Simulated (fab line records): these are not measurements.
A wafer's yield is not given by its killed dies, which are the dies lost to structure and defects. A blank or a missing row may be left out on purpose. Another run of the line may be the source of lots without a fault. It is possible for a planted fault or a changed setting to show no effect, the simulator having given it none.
The same fault as seen by 2 desks	flow gf180mcu	each desk has only its own numbers; what lay behind them comes last

THE METROLOGY DESK
What the gauges read for every lot (on any tool): the sampled wafers with a number, averaged. Marked OUT: a lot whose mean sits more than 4 standard deviations from the usual mean, which makes it out of limits; the brackets give that distance.
Columns: A = V4_W_THK at GF_V4_THK_MEAS_25, usual 360 nm
lot	first seen here	A
L139	day 24 09:12	361
L140	day 24 19:35	366
L142	day 25 11:26	360
L143	day 25 23:02	350
L144	day 26 03:01	366
L149	day 28 03:17	355
L151	day 28 12:31	357
L152	day 28 22:16	364
L153	day 29 05:09	356
L154	day 29 14:46	360
L157	day 30 04:20	367
L161	day 31 03:25	351
L162	day 31 09:39	364
Result from this desk: across the 13 lots, nothing is out of limits.

DESK OF THE TOOL OWNER: plasma asher-04
The tool's own readings at GF_HV_LDD_STRIP_49 (strips in O2/N2): means of the sampled wafers that have a number, for each lot that ran on this tool. Marked OUT: a lot whose mean sits more than 4 standard deviations from the usual mean, which makes it out of limits; the brackets give that distance.
Columns: A = chamber pressure mTorr at GF_HV_LDD_STRIP_49, usual 1499.9 mTorr; B = drypump motor current A at GF_HV_LDD_STRIP_49, usual 6.0 A; C = heater power w at GF_HV_LDD_STRIP_49, usual 348 W; D = oes product au at GF_HV_LDD_STRIP_49, usual 0.715 a.u.; E = strip time to endpoint s at GF_HV_LDD_STRIP_49, usual 12.63 s
lot	first seen here	A	B	C	D	E
L139	day 12 05:59	1499.6	5.9	341	0.715	12.63
L140	day 12 15:58	1500.6	5.9	347	0.718	12.62
L142	day 13 06:46	1498.6	6.1	372	0.715	12.65
L149	day 16 00:43	1500.4	6.1	367	0.716	12.63
L151	day 16 13:10	1499.5	6.1	365	0.716	12.61
L152	day 16 22:42	1500.4	5.9	343	0.718	12.61
L161	day 19 18:28	1500.1	6.1	370	0.717	12.63
L162	day 20 04:22	1499.8	5.9	349	0.715	12.60
Result from this desk: across the 8 lots, nothing is out of limits.

PUT TOGETHER
At the metrology desk, nothing out of limits was observed.
Nothing out of limits was seen by the tool owner's desk.

WHAT THE SIMULATOR PUT IN
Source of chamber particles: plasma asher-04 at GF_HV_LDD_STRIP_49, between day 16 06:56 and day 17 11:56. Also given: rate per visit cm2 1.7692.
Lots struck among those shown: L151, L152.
